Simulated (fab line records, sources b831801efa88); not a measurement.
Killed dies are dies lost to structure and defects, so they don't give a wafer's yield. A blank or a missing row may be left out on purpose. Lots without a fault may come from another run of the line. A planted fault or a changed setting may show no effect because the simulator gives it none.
Which tool did it? | flow sky130 | 11 lots, 33 wafers sampled, at 3 steps of a route of 708

WHAT THE GAUGES READ, wafer by wafer
SKY_PASSIVATION_THK_MEAS_01.
lot  | measured     | on            | PASSIVATION_CVD_00_THK (nm)
L909 | day 45 02:59 | film_metro-04 | 89.6 90.9 90.5
L911 | day 45 07:37 | film_metro-04 | 89.6 89.7 91.7
L912 | day 45 08:34 | film_metro-01 | 88.8 91.5 91.6
L913 | day 45 14:48 | film_metro-04 | 91.6 91.6 90.5
L915 | day 46 09:04 | film_metro-04 | 89.6 88.7 90.1
L920 | day 47 07:24 | film_metro-04 | 161.9 89.7 91.0
L922 | day 47 12:11 | film_metro-04 | 89.8 89.4 91.4
L924 | day 47 23:01 | film_metro-01 | 87.8 90.1 89.5
L926 | day 48 08:40 | film_metro-01 | 89.2 88.6 90.7
L927 | day 48 15:14 | film_metro-01 | 89.5 90.9 90.7
L929 | day 49 06:32 | film_metro-01 | 87.7 87.3 89.7

WHICH TOOL RAN EACH LOT (tool, then ch and the chambers of the sampled wafers, then the start)
lot  | SKY_METAL5_DESCUM_14              | SKY_PASSIVATION_CVD_00
L909 | rie_metal-02 ch 0,1, day 45 02:05 | pecvd-04 ch 0,1,2, day 45 02:58
L911 | rie_metal-03 ch 0,1, day 45 06:42 | pecvd-01 ch 0,1, day 45 07:35
L912 | rie_metal-04 ch 0,1, day 45 07:31 | pecvd-03 ch 1,2, day 45 08:31
L913 | rie_metal-04 ch 0,1, day 45 13:52 | pecvd-01 ch 0,1,2, day 45 14:47
L915 | rie_metal-02 ch 0,1, day 46 08:09 | pecvd-03 ch 1,2, day 46 09:02
L920 | rie_metal-04 ch 0,1, day 47 06:31 | pecvd-03 ch 0,1,2, day 47 07:23
L922 | rie_metal-04 ch 0,1, day 47 10:57 | pecvd-01 ch 0,1,2, day 47 12:10
L924 | rie_metal-03 ch 1, day 47 21:52   | pecvd-04 ch 0,1,2, day 47 23:00
L926 | rie_metal-02 ch 0, day 48 07:46   | pecvd-04 ch 0,2, day 48 08:38
L927 | rie_metal-04 ch 0,1, day 48 14:21 | pecvd-01 ch 1,2, day 48 15:13
L929 | rie_metal-04 ch 0,1, day 49 05:39 | pecvd-04 ch 0,2, day 49 06:31
- SKY_METAL5_DESCUM_14: chemistry O2, time 11 s.
- SKY_PASSIVATION_CVD_00: deposits SiO2, target thk 90 nm.

THE ANSWER, worked out from the rows above alone
Rule: what is usual is taken from the lots themselves. Put in order of their means at a reading, lots are off if they are a third of the lots or fewer, leave a main group of 4 or more, and stand apart from it by a gap of 3 or more times the standard deviation of the main group's means; of several such gaps the widest counts. A main group whose means are all the same, to the digits that the tables above print for the reading, isn't used. A lot without any number at a reading at which 4 lots or more have one is off too. The other lots that the step has rows for count as sound.
Off: L920, at SKY_PASSIVATION_THK_MEAS_01 (PASSIVATION_CVD_00_THK). The main group: mean 89.9 nm, standard deviation 0.82.
A tool fits if, at a process step before that reading, it ran every lot that is off, and no sound lot after the first of them. The gauges at SKY_PASSIVATION_THK_MEAS_01 are tried like those tools. One fits: pecvd-03 at SKY_PASSIVATION_CVD_00. Its last sound lot is L915 (day 46 09:02), its first lot that is off L920 (day 47 07:23): a fault that began between those two fits.

WHAT THE SIMULATOR HAD PUT IN
Process parameter drift: pecvd-03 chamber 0, from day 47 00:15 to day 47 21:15, at SKY_PASSIVATION_CVD_00. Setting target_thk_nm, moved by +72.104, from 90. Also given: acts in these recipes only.
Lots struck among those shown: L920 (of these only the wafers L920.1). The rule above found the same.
